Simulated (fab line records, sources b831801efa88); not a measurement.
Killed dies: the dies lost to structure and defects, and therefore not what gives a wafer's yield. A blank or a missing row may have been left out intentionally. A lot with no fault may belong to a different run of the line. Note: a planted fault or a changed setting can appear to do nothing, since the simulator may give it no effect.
What tool caused it? ; flow gf180mcu ; Sampling: 14 lots, 42 wafers, 3 of 602 route steps

== WHAT EACH GAUGE READ, for each wafer ==
GF_M2_OVL_MEAS_15. Usual: M2_OVL gives 3 nm (standard deviation 6.7).
lot;measured;on;M2_OVL (nm);flag
L873;day 19 14:07;overlay-02;7 14 13;
L875;day 20 02:09;overlay-01;0 2 2;
L874;day 20 07:29;overlay-01;10 6 4;
L878;day 21 05:15;overlay-01;6 8 0;
L881;day 21 20:47;overlay-01;4 10 6;
L879;day 21 22:43;overlay-01;0 -2 1;
L882;day 22 14:10;overlay-02;-7 -1 6;
L884;day 23 04:56;overlay-01;-12 -12 -10;
L885;day 23 18:17;overlay-01;10 6 -1;
L886;day 24 05:03;overlay-01;5 10 7;
L888;day 24 15:23;overlay-01;1 -3 -2;
L894;day 26 09:18;overlay-02;-9 -10 -4;
L895;day 26 17:30;overlay-01;-1 2 4;
L896;day 26 22:21;overlay-01;8 11 11;

GF_V2_BOW_MEAS_05. Usual: V2_BOW gives 100 um (standard deviation 8.4).
lot;measured;on;V2_BOW (um);flag
L873;day 19 15:25;filmMetro-02;113 99 96;
L875;day 20 03:25;filmMetro-04;99 78 89;
L874;day 20 08:44;filmMetro-02;103 90 101;
L878;day 21 06:31;filmMetro-02;122 122 122;
L881;day 21 22:10;filmMetro-01;96 81 94;
L879;day 22 00:00;filmMetro-02;103 101 95;
L882;day 22 15:27;filmMetro-04;98 90 93;
L884;day 23 06:11;filmMetro-02;101 91 106;
L885;day 23 19:32;filmMetro-02;105 102 106;
L886;day 24 06:20;filmMetro-01;96 95 98;
L888;day 24 16:38;filmMetro-04;107 107 105;
L894;day 26 10:34;filmMetro-04;102 90 97;
L895;day 26 19:14;filmMetro-01;100 111 109;
L896;day 26 23:44;filmMetro-01;99 99 93;

== WHICH TOOL RAN EACH LOT (tool, then ch and the chambers of the sampled wafers, then the start) ==
lot;GF_V2_CVD_02
L873;pecvd-04 ch 0,1,2, day 19 14:56
L875;pecvd-04 ch 0,1, day 20 02:59
L874;pecvd-02 ch 0,1, day 20 08:19
L878;pecvd-02 ch 0,1,2, day 21 06:05
L881;pecvd-01 ch 1,2, day 21 21:41
L879;pecvd-04 ch 0,2, day 21 23:32
L882;pecvd-02 ch 0,1,2, day 22 14:59
L884;pecvd-02 ch 0,1, day 23 05:46
L885;pecvd-01 ch 0,1,2, day 23 19:07
L886;pecvd-01 ch 0,1, day 24 05:53
L888;pecvd-01 ch 1,2, day 24 16:13
L894;pecvd-02 ch 0,1,2, day 26 10:08
L895;pecvd-04 ch 0,1, day 26 18:48
L896;pecvd-01 ch 0,1,2, day 26 23:19
- GF_V2_CVD_02: deposits SiO2 from TEOS, target thk 850 nm, time 94.851 s.

== AS READ BY THE TOOLS THEMSELVES (means over the sampled wafers that have a number; for cases with no such wafer, the mark the record gives instead) ==
GF_V2_CVD_02. Usual: 665 W for heaterPowerW, sd 72.
lot;tool;heaterPowerW (W);flag
L873;pecvd-04;666;
L875;pecvd-04;642;
L874;pecvd-02;690;
L878;pecvd-02;615;
L881;pecvd-01;680;
L879;pecvd-04;642;
L882;pecvd-02;658;
L884;pecvd-02;737;
L885;pecvd-01;683;
L886;pecvd-01;711;
L888;pecvd-01;701;
L894;pecvd-02;617;
L895;pecvd-04;655;
L896;pecvd-01;689;

== THE ANSWER, worked out from the rows above alone ==
Rule: a lot counts as off when the mean over its wafers that have a number is more than 3 standard deviations away from the usual mean. Also off: a lot with no number at a reading for which 4 or more lots have one. Any other lot the step has rows for is counted as sound. After the gauges, taken in route order, come the tools' own readings; for these a lot's mean is taken, as printed above. At the first step where some lot is off, the reading lying furthest off is the one used; lots without a number count as furthest.
Across all readings shown, no lot is off: no conclusion can be drawn from this.

== WHAT THE SIMULATOR HAD INSERTED ==
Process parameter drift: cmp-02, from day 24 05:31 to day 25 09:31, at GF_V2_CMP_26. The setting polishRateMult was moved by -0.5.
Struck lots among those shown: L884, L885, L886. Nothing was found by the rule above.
